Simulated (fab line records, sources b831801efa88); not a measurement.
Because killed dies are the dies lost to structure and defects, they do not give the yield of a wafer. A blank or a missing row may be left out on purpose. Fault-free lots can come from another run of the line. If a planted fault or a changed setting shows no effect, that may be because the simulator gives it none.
Struck lot and sound lot, side by side ; flow sky130 ; 34 out of 708 route steps
Sound: wafers L772.3, L772.5, L772.6. Struck: wafers L783.1, L783.3, L783.6. Last of all comes the cause.
At each step with rows: each side's tool, then ch and its chambers, then its first start. Under that, the readings that differ: sound wafers ; struck wafers ; difference of the means ; sigmas: that difference in standard deviations of wafers without a fault.
alike: a reading whose means differ by less than 2 such deviations, as well as words and numbers matching on both sides. not compared: withheld readings; readings where some wafer has no value; bounds like >300 that might hide an equal value; numbers whose values overlap and for which the record gives no deviation.
A row with sigmas, a row that says differs or no value, or rows on one side alone: a step with any of these is where the two part. Non-overlapping numbers with no deviation appear without sigmas and do not part them. Lack of a reading on every wafer of one side parts them only where that side has two or more wafers.

first, 4 steps without rows for these wafers: SKY_METAL5_SOFTBAKE_10 (time 60 s); SKY_METAL5_EXPOSE_11 (exposes mask MM5, target cd 1600 nm); SKY_METAL5_PEB_12; SKY_METAL5_DEVELOP_13 (develop time 60 s).
SKY_METAL5_DESCUM_14: chemistry O2, time 11 s.
  sound on rie-metal-04 ch 0,1, day 44 22:04; struck on rie-metal-01 ch 0,1, day 47 22:16
  alike: drypump-motor-current-A, oes-product-au
  not compared: rf-hours-counter-h
then, 1 step without rows for these wafers: SKY_METAL5_METAL_ETCH_15 (etches the open film in Cl2/BCl3, stops on SiO2, target depth 1260 nm, time 252 s).
SKY_METAL5_STRIP_16: strips in O2/N2.
  sound on plasma-asher-01 ch 0,1, day 44 22:21; struck on plasma-asher-01 ch 0,1, day 47 22:32
  alike: drypump-motor-current-A, oes-product-au, strip-time-to-endpoint-s
  not compared: rf-hours-counter-h
then, 3 steps without rows for these wafers: SKY_METAL5_STRIP_17 (strips in post etch residue remover, time 1200 s); SKY_METAL5_CLEAN_18 (cleans in IPA, time 180 s); SKY_METAL5_CLEAN_19 (cleans in O3/DIW).
SKY_PASSIVATION_CVD_00: deposits SiO2, target thk 90 nm.
  sound on pecvd-04 ch 0,1, day 44 22:57; struck on pecvd-02 ch 0,2, day 47 23:08
  alike: heater-power-w, rf-fwd-power-W
SKY_PASSIVATION_THK_MEAS_01:
  sound on film-metro-02, day 44 22:59; struck on film-metro-03, day 47 23:10
  alike: PASSIVATION_CVD_00_THK
SKY_PASSIVATION_CVD_02: deposits Si3N4, target thk 540 nm.
  sound on pecvd-01 ch 0,1, day 44 23:02; struck on pecvd-01 ch 0,1,2, day 47 23:13
reading;sound;struck;difference;sigmas
rf-fwd-power-W (W);449.9 450.2 447.5;628.6 627.8 629.5;+179.4;+99 or more
model.Si3N4_of_PASSIVATION_CVD_02.thk-nm (nm);534.5 549.9 541.6;597.5 589 596.2;+52.2;
  alike: heater-power-w
SKY_PASSIVATION_THK_MEAS_03:
  sound on film-metro-04, day 44 23:17; struck on film-metro-03, day 47 23:26
reading;sound;struck;difference;sigmas
PASSIVATION_CVD_02_THK (nm);535 550 542;598 589 596;+52;+7
then, 7 steps without rows for these wafers: SKY_PASSIVATION_DEHYDRATE_04 (time 60 s); SKY_PASSIVATION_HMDS_05 (prime time 60 s); SKY_PASSIVATION_COAT_06 (resist thk 3000 nm); SKY_PASSIVATION_SOFTBAKE_07; SKY_PASSIVATION_EXPOSE_08 (exposes mask NSM, target cd 3000 nm); SKY_PASSIVATION_PEB_09; SKY_PASSIVATION_DEVELOP_10 (develop time 60 s).
SKY_PASSIVATION_ETCH_11: etches the open film in CF4/O2, stops on AlCu, target depth 725 nm, time 161.1 s.
  sound on rie-diel-02 ch 0,1,2, day 45 20:41; struck on rie-diel-01 ch 2,3, day 48 19:00
reading;sound;struck;difference;sigmas
oes-product-au (a.u.);0.965 0.973 0.984;1.003 0.996 1.005;+0.027;+3
model.PASSIVATION.feature-depth-nm (nm);698.7 705.2 706.3;727.6 725.3 723.7;+22.1;
model.etch.depth-nm (nm);698.7 705.2 706.3;727.6 725.3 723.7;+22.1;
  alike: drypump-motor-current-A, throttle-valve-pct
  not compared: rf-hours-counter-h
SKY_PASSIVATION_STRIP_12: strips in O2/N2.
  sound on plasma-asher-04 ch 0,1, day 45 20:50; struck on plasma-asher-04 ch 0,1, day 48 19:07
  alike: drypump-motor-current-A, oes-product-au, strip-time-to-endpoint-s
  not compared: rf-hours-counter-h
then, 7 steps without rows for these wafers: SKY_PAD_OPEN_DEHYDRATE_00 (time 60 s); SKY_PAD_OPEN_HMDS_01 (prime time 60 s); SKY_PAD_OPEN_COAT_02 (resist thk 3000 nm); SKY_PAD_OPEN_SOFTBAKE_03; SKY_PAD_OPEN_EXPOSE_04 (exposes mask PDM, target cd 60000 nm); SKY_PAD_OPEN_PEB_05; SKY_PAD_OPEN_DEVELOP_06 (develop time 60 s).
SKY_PAD_OPEN_ETCH_07: etches the open film in CF4/O2, stops on AlCu, target depth 725 nm, time 161.1 s.
  sound on rie-diel-04 ch 0,2,3, day 46 17:43; struck on rie-diel-03 ch 0,2,3, day 49 12:49
reading;sound;struck;difference;sigmas
oes-product-au (a.u.);0.968 0.980 0.967;1.002 0.998 0.983;+0.023;+3
  alike: drypump-motor-current-A, throttle-valve-pct
  not compared: rf-hours-counter-h, model.etch.depth-nm, model.PAD_OPEN.feature-depth-nm
SKY_PAD_OPEN_STRIP_08: strips in O2/N2.
  sound on plasma-asher-02 ch 0,1, day 46 17:52; struck on plasma-asher-02 ch 0,1, day 49 12:56
  alike: drypump-motor-current-A, oes-product-au, strip-time-to-endpoint-s
  not compared: rf-hours-counter-h
SKY_PAD_OPEN_STRIP_09: strips in post etch residue remover, time 1200 s.
  sound on wet-bench-04 ch 2, day 46 17:56; struck on wet-bench-04 ch 2, day 49 13:06
reading;sound;struck;difference;sigmas
model.Si3N4_of_PASSIVATION_CVD_02.thk-nm (nm);534.1 549.6 541.3;597.1 588.7 595.9;+52.2;
then, 1 step without rows for these wafers: SKY_PAD_OPEN_CLEAN_10 (cleans in IPA, time 180 s).

== WHERE THEY PART ==
Last at SKY_PAD_OPEN_ETCH_07 as far as this record goes, first at SKY_PASSIVATION_CVD_02. Later steps at which nothing parts them and some readings are alike: SKY_PAD_OPEN_STRIP_08.

WHY: what the simulator had put in
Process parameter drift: pecvd-01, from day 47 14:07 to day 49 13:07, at SKY_PASSIVATION_CVD_02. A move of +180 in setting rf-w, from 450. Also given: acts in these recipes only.
